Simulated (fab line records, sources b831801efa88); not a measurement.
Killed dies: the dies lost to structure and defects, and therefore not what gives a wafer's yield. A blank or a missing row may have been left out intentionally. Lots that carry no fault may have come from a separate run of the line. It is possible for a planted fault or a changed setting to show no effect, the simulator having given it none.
Code-filled problem report in 8D (eight disciplines) form	flow sky130	the parts of the form that need people (team, actions taken, sign-off) are left out

## 1. PROBLEM STATEMENT
POLY_GATE_CVD_03_THK at SKY_POLY_GATE_THK_MEAS_04 reads a mean of 55.5 nm on 3 wafers of 1 lot; wafers without a fault read 74.9 nm with a standard deviation of 0.68. That is -29 standard deviations from the usual mean.
Seen first at day 17 06:35 on film-metro-03, wafer L964.1. At this step, 30 wafers from 10 lots have a number in the record. Rule for "out", or "out of limits": more than 4 standard deviations from the usual mean. All remaining wafers that have a number are taken as sound.

## 2. WHAT IT IS, WHAT IT ISN'T
question	is	is not
which readings at this step	POLY_GATE_CVD_03_THK	-
which lots	L964	L959, L972, L974, L975, L976, L978, L979, L980, L981
which wafers of those lots	all that have a number	-
read on which gauges	film-metro-03	film-metro-01, film-metro-04
when	from day 17 06:35	up to then (3 sound wafers); but 24 sound wafers of L972, L974, L975, L976, L978, L979, L980, L981 came after

## 3. WHAT RULES OUT EACH SUSPECT
Counting: a tool at a process step up to the reading stays a suspect if it ran every lot that is out and no sound lot after the first of them.
- the gauge at SKY_POLY_GATE_THK_MEAS_04: ruled out. All the wafers that are out were read on film-metro-03, but those of them that SKY_POLY_GATE_CVD_03 has rows for are out there too, on other tools.
- lpcvd-02 at SKY_POLY_GATE_CVD_03 (deposits Si3N4 from DCS/NH3, target thk 75 nm, time 1290 s): ruled out as a lasting fault. After its first lot that is out, L964 (day 17 05:13), sound lots L972, L974, L975, L976, L978, L979, L980, L981 ran on it.
Left after counting: nothing in the record.

## 4. THE CAUSE (what the simulator had put in)
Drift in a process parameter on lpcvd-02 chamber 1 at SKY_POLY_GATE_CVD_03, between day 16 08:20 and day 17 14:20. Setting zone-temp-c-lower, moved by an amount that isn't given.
Counting ruled it out, wrongly: the rule takes a fault to strike every lot that its tool runs from its start on, and this one did not.

## 5. THE EFFECT CHAIN, in route order
Each row: a reading whose mean over the struck wafers that have a number lies more than 3 standard deviations from the usual. Only readings for which the record gives a usual standard deviation are gone through. hours: the time from each lot's start at the first step in this table that gives one to its start at this step, as a median over the lots. sigmas: the change in usual standard deviations.
hours	step	reading	usual	on struck wafers	change	sigmas
0	SKY_POLY_GATE_CVD_03	spike-tc-bottom-C	789.4 C	798.2	+8.8	+3.5
0	SKY_POLY_GATE_CVD_03	spike-tc-centre-C	771.6 C	776.7	+5.1	+3.9
0	SKY_POLY_GATE_CVD_03	spike-tc-lower-C	770.3 C	733.2	-37.1	-34
0	SKY_POLY_GATE_CVD_03	zone-power-bottom-pct	17.6 %	22.8	+5.2	+4.7
0	SKY_POLY_GATE_CVD_03	zone-power-lower-pct	10.70 %	2.14	-8.56	-39
1	SKY_POLY_GATE_THK_MEAS_04	POLY_GATE_CVD_03_THK	74.9 nm	55.5	-19.4	-29
31	SKY_POLY_GATE_ETCH_16	oes-product-au	0.640 a.u.	0.570	-0.070	-13
222	SKY_POLY_CUT_ETCH_11	oes-product-au	0.829 a.u.	0.711	-0.118	-19
Here are the process steps it includes:
- SKY_POLY_GATE_CVD_03: deposits Si3N4 from DCS/NH3, target thk 75 nm, time 1290 s.
- SKY_POLY_GATE_ETCH_16: etches Si3N4 in CH3F/O2, stops on poly-Si, time 147.5 s, target depth 75 nm.
- SKY_POLY_CUT_ETCH_11: etches Si3N4 in CF4/CH2F2/Ar, stops on poly-Si, time 42.5 s, target depth 60 nm.

## 6. HOW IT WOULD HAVE BEEN CAUGHT EARLIER
In this record the first reading out of limits at a measuring or inspecting step was taken at day 17 06:35, 22 hours after the fault began at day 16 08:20.
At SKY_POLY_GATE_CVD_03, the tool's own readings (spike-tc-lower-C, zone-power-bottom-pct, zone-power-lower-pct) were out on each struck wafer the step has a row for, so an alarm limit on them would have fired on the first such wafer.
